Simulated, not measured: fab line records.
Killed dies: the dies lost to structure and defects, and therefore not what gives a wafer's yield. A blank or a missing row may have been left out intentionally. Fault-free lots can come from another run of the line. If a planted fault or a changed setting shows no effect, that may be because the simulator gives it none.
A struck lot beside a sound one / flow sky130 / 21 out of 708 route steps
Sound: wafers L676.1, L676.5, L676.6. Struck: wafers L683.1, L683.2, L683.5. The cause is given at the end.
At each step with rows: each side's tool, then ch and its chambers, then its first start. Under that, the readings that differ: sound wafers / struck wafers / difference of the means / sigmas: that difference in standard deviations of wafers without a fault.
alike: a reading whose means differ by less than 2 such deviations, as well as words and numbers matching on both sides. not compared: withheld readings; readings where some wafer has no value; bounds like >300 that might hide an equal value; numbers whose values overlap and for which the record gives no deviation.
A row with sigmas, a row that says differs or no value, or rows on one side alone: a step with any of these is where the two part. When numbers do not overlap yet have no deviation, they are printed without sigmas and do not part them. A reading that every wafer of one side lacks parts them only if that side has two wafers or more.

first, 4 steps without rows for these wafers: SKY_VT_ADJUST_LVTN_SOFTBAKE_03; SKY_VT_ADJUST_LVTN_EXPOSE_04 (exposes mask NWM COMPLEMENT LESS NATIVE, target cd 840 nm); SKY_VT_ADJUST_LVTN_PEB_05; SKY_VT_ADJUST_LVTN_DEVELOP_06 (develop time 60 s).
SKY_VT_ADJUST_LVTN_OVL_MEAS_07:
  struck on overlay-02, day 9 05:14; sound on overlay-02, day 6 18:29
  alike: VT_ADJUST_LVTN_OVL
following that, these wafers have no rows for 1 step: SKY_VT_ADJUST_LVTN_IMPLANT_08.
SKY_VT_ADJUST_LVTN_STRIP_09: strips in O2/N2.
  sound on plasmaAsher-04 ch 0,1, day 6 18:40; struck on plasmaAsher-04 ch 0,1, day 9 05:25
  alike: drypumpMotorCurrentA, oesProductAu, stripTimeToEndpointS
  not compared: rfHoursCounterH
SKY_VT_ADJUST_LVTN_TW_MEAS_10:
  struck on filmMetro-03, day 9 05:31; sound on filmMetro-02, day 6 18:46
  alike: VT_ADJUST_LVTN_TW
then, 4 steps without rows for these wafers: SKY_VT_ADJUST_LVTN_DEHYDRATE_11 (time 60 s); SKY_VT_ADJUST_LVTN_HMDS_12 (prime time 60 s); SKY_VT_ADJUST_LVTN_COAT_13 (resist thk 1140 nm); SKY_VT_ADJUST_LVTN_SOFTBAKE_14 (time 60 s).
SKY_VT_ADJUST_LVTN_EXPOSE_15: exposes mask HVN STD DERIVED, target cd 600 nm.
  sound on ilineStepper-02 ch 0, day 7 04:07; struck on ilineStepper-02 ch 0, day 9 16:11
reading=mask; sound=HVN_STD_DERIVED#0 HVN_STD_DERIVED#0 HVN_STD_DERIVED#0; struck=HVTPM#0 HVTPM#0 HVTPM#0; difference=differs; sigmas=
  alike: focusOffsetNm
then, 2 steps without rows for these wafers: SKY_VT_ADJUST_LVTN_PEB_16; SKY_VT_ADJUST_LVTN_DEVELOP_17 (develop time 60 s).
SKY_VT_ADJUST_LVTN_OVL_MEAS_18:
  struck on overlay-02, day 10 02:47; sound on overlay-02, day 7 14:11
reading=VT_ADJUST_LVTN_01_OVL (nm); sound=0.8 2.5 2.4; struck=- - -; difference=no value on the struck wafers; sigmas=
following that, these wafers have no rows for 1 step: SKY_VT_ADJUST_LVTN_IMPLANT_19.
SKY_VT_ADJUST_LVTN_STRIP_20: strips in O2/N2.
  sound on plasmaAsher-02 ch 0,1, day 7 14:22; struck on plasmaAsher-04 ch 0,1, day 10 02:58
reading=stripTimeToEndpointS (s); sound=14.20 14.22 14.23; struck=14.13 14.08 14.11; difference=-0.11; sigmas=-3
  alike: drypumpMotorCurrentA, oesProductAu
  not compared: rfHoursCounterH
SKY_VT_ADJUST_LVTN_TW_MEAS_21:
  struck on filmMetro-02, day 10 03:04; sound on filmMetro-03, day 7 14:28
reading=VT_ADJUST_LVTN_2_TW; sound=188.8 188.3 188.6; struck=29.7 29.9 29.8; difference=-158.8; sigmas=-99 or more
then, 1 step without rows for these wafers: SKY_VT_ADJUST_NCORE_DEHYDRATE_00 (time 60 s).
-- record jumps: 38 days separate the struck wafers' starts on either side; left off in module VT_ADJUST_NCORE, taken up again in module PAD_OPEN, whose first shown step is the route's number 708 --
SKY_PAD_OPEN_PROBE_99:
  struck on prober-01, day 47 15:20; sound on prober-01, day 45 09:39
reading=killedAtFrontEnd; sound=17 10 15; struck=422 416 426; difference=+407; sigmas=+95
reading=killedDies; sound=81 64 76; struck=492 492 492; difference=+418; sigmas=+46
reading=killedOnRim; sound=16 19 12; struck=96 96 96; difference=+80; sigmas=+24
  alike: killed_at_M0_to_M3, killed_at_M4_up, killedAtContacts, killedAtOther, killedOpen, killedShort

== WHERE THEY PART ==
Last at SKY_PAD_OPEN_PROBE_99 as far as this record goes, first at SKY_VT_ADJUST_LVTN_EXPOSE_15.

WHY: whatever the simulator had introduced
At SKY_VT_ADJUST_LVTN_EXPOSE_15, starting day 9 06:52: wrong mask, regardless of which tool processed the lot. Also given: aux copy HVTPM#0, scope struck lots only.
